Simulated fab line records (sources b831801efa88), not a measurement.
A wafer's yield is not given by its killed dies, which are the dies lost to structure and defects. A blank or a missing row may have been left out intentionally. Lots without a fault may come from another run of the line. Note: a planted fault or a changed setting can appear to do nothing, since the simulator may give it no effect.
8D (eight disciplines) problem report, filled in by code ; flow sky130 ; the parts of the form that need people (team, actions taken, sign-off) are left out

## 1. THE ISSUE
spin-speed-rpm at SKY_METAL2_COAT_10 reads a mean of 2922.0 rpm on 6 wafers of 2 lots; wafers without a fault read 3000.5 rpm with a standard deviation of 2.4. That puts it -33 standard deviations away from the usual mean.
The step: resist thk 450 nm.
Earliest sighting: wafer L657.1 on litho-track-02 at day 40 01:00. The record has a number at this step for 36 wafers belonging to 12 lots. Rule for "out", or "out of limits": more than 4 standard deviations from the usual mean. Any other wafer with a number is counted as sound.

## 2. WHAT IT IS AND WHAT IT IS NOT
question;is;is not
which readings at this step;spin-speed-rpm;-
which lots;L657, L659;L640, L641, L642, L643, L645, L646, L649, L652, L656, L663
which wafers of those lots;all that have a number;-
read on which tools;litho-track-02;litho-track-03, litho-track-04
when;from day 40 01:00;"up to then (27 sound wafers); but 3 sound wafers of L663 came after"

## 3. WHAT RULES OUT EACH SUSPECT
Counting: a tool at a process step up to the reading stays a suspect if it ran every lot that is out and no sound lot after the first of them.
- litho-track-02 at SKY_METAL2_COAT_10 (resist thk 450 nm): kept. It processed each lot that is out, first L657 at day 40 01:00, and no sound lot thereafter; up to then, the last sound lot it processed was L652 at day 38 14:00. Out on those wafers are its own readings of spin-speed-rpm.
Remaining after the count: litho-track-02 at SKY_METAL2_COAT_10.

## 4. THE CAUSE (what the simulator had put in)
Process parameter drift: litho-track-02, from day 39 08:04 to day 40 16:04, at SKY_METAL2_COAT_10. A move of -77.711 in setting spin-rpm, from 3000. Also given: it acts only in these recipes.
Counting left only this tool.

## 5. SEQUENCE OF EFFECTS, ordered by route
Each row: a reading whose mean over the struck wafers that have a number lies more than 3 standard deviations from the usual. Only readings whose record carries a usual standard deviation are examined. hours: median over the lots of the time between each lot's start at the first step of this table that gives one and its start at this step. sigmas: the change, counted in usual standard deviations.
hours;step;reading;usual;on struck wafers;change;sigmas
0;SKY_METAL2_COAT_10;spin-speed-rpm;3000.5 rpm;2922.0;-78.5;-33
Its process steps:
- SKY_METAL2_COAT_10: resist thk 450 nm.

## 6. HOW IT WOULD HAVE BEEN CAUGHT EARLIER
17 hours passed between the start of the fault at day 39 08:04 and the first reading out of limits in this record, taken at day 40 01:00.
